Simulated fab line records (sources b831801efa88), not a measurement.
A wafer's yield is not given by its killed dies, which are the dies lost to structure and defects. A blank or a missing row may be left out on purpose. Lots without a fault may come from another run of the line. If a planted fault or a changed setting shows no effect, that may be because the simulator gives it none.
Commonality check across tools + flow sky130 + 11 lots, 33 wafers sampled

## THE REASON FOR OPENING IT
At SKY_VT_ADJUST_LVTN_TW_MEAS_21 the reading VT_ADJUST_LVTN_2_TW is flagged on 1 of 11 lots. Wafers without a fault read 187.7, standard deviation 1.
Rule: a lot is flagged when every wafer of it that has a number lies more than 4 standard deviations from that mean, or none has a number. The other lots count as sound.

| lot  | measured     | on            | VT_ADJUST_LVTN_2_TW, wafer by wafer | flag    |
|------|--------------|---------------|-------------------------------------|---------|
| L859 | day 8 00:09  | film metro-03 | 186.8 186.4 186.0                   |         |
| L860 | day 8 02:18  | film metro-02 | 189.3 189.2 188.6                   |         |
| L864 | day 9 02:09  | film metro-03 | 29.7 29.8 29.6                      | FLAGGED |
| L872 | day 11 06:01 | film metro-03 | 187.5 186.8 187.3                   |         |
| L874 | day 11 22:04 | film metro-03 | 186.3 186.5 186.9                   |         |
| L875 | day 12 06:08 | film metro-04 | 189.1 189.4 189.1                   |         |
| L876 | day 12 08:37 | film metro-04 | 189.1 188.0 188.4                   |         |
| L877 | day 12 17:21 | film metro-02 | 187.6 188.4 186.8                   |         |
| L880 | day 13 07:27 | film metro-03 | 186.8 188.1 186.6                   |         |
| L881 | day 13 15:04 | film metro-03 | 187.2 186.8 186.2                   |         |
| L882 | day 14 20:58 | film metro-03 | 186.4 186.5 186.3                   |         |
On average the flagged lots read 29.7, which is -158.0 against the usual, or -99 or more standard deviations.

## WHICH TOOL RAN EACH LOT
The record keeps 1 process step preceding the reading, out of 708 steps on the route. Read each cell as the tool, then ch plus the chambers that the sampled wafers visited, then the start.
| lot  | flag    | SKY_VT_ADJUST_LVTN_EXPOSE_15        |
|------|---------|-------------------------------------|
| L859 |         | iline stepper-02 ch 0, day 7 14:11  |
| L860 |         | iline stepper-01 ch 0, day 7 15:54  |
| L864 | FLAGGED | iline stepper-01 ch 0, day 8 15:47  |
| L872 |         | iline stepper-01 ch 0, day 10 18:26 |
| L874 |         | iline stepper-02 ch 0, day 11 10:49 |
| L875 |         | iline stepper-01 ch 0, day 11 19:03 |
| L876 |         | iline stepper-02 ch 0, day 11 21:34 |
| L877 |         | iline stepper-02 ch 0, day 12 06:01 |
| L880 |         | iline stepper-01 ch 0, day 12 19:08 |
| L881 |         | iline stepper-01 ch 0, day 13 02:53 |
| L882 |         | iline stepper-01 ch 0, day 14 08:30 |
What these steps do:
- SKY_VT_ADJUST_LVTN_EXPOSE_15: exposes mask HVN STD DERIVED, target cd 600 nm.
- SKY_VT_ADJUST_LVTN_TW_MEAS_21

## FLAGGED OVER TOTAL, TOOL BY TOOL (the gauges that took the reading come last)
| step                          | tool             | lots run | flagged | share of the flagged lots | sound lots run after its first flagged lot |
|-------------------------------|------------------|----------|---------|---------------------------|--------------------------------------------|
| SKY_VT_ADJUST_LVTN_EXPOSE_15  | iline stepper-01 | 7        | 1       | all                       | 5 (L872,L875,L880,L881,L882)               |
| SKY_VT_ADJUST_LVTN_EXPOSE_15  | iline stepper-02 | 4        | 0       | none                      | -                                          |
| SKY_VT_ADJUST_LVTN_TW_MEAS_21 | film metro-02    | 2        | 0       | none                      | -                                          |
| SKY_VT_ADJUST_LVTN_TW_MEAS_21 | film metro-03    | 7        | 1       | all                       | 5 (L872,L874,L880,L881,L882)               |
| SKY_VT_ADJUST_LVTN_TW_MEAS_21 | film metro-04    | 2        | 0       | none                      | -                                          |

## THE TABLE: WHAT IT ALLOWS
iline stepper-01 at SKY_VT_ADJUST_LVTN_EXPOSE_15 and film metro-03 at SKY_VT_ADJUST_LVTN_TW_MEAS_21 are the 2 rows of the table that ran each flagged lot.
- iline stepper-01 at SKY_VT_ADJUST_LVTN_EXPOSE_15: 1 of its 7 lots flagged. Sound lots followed the first flagged one (L872, L875, L880, L881, L882) on it, something a lasting fault affecting the whole tool could not allow.
- film metro-03 at SKY_VT_ADJUST_LVTN_TW_MEAS_21: 1 of its 7 lots flagged. Sound lots followed the first flagged one (L872, L874, L880, L881, L882) on it, something a lasting fault affecting the whole tool could not allow.
None of the table's rows ran every flagged lot and, after the first, no sound lot.

## WHAT WAS PUT IN BY THE SIMULATOR
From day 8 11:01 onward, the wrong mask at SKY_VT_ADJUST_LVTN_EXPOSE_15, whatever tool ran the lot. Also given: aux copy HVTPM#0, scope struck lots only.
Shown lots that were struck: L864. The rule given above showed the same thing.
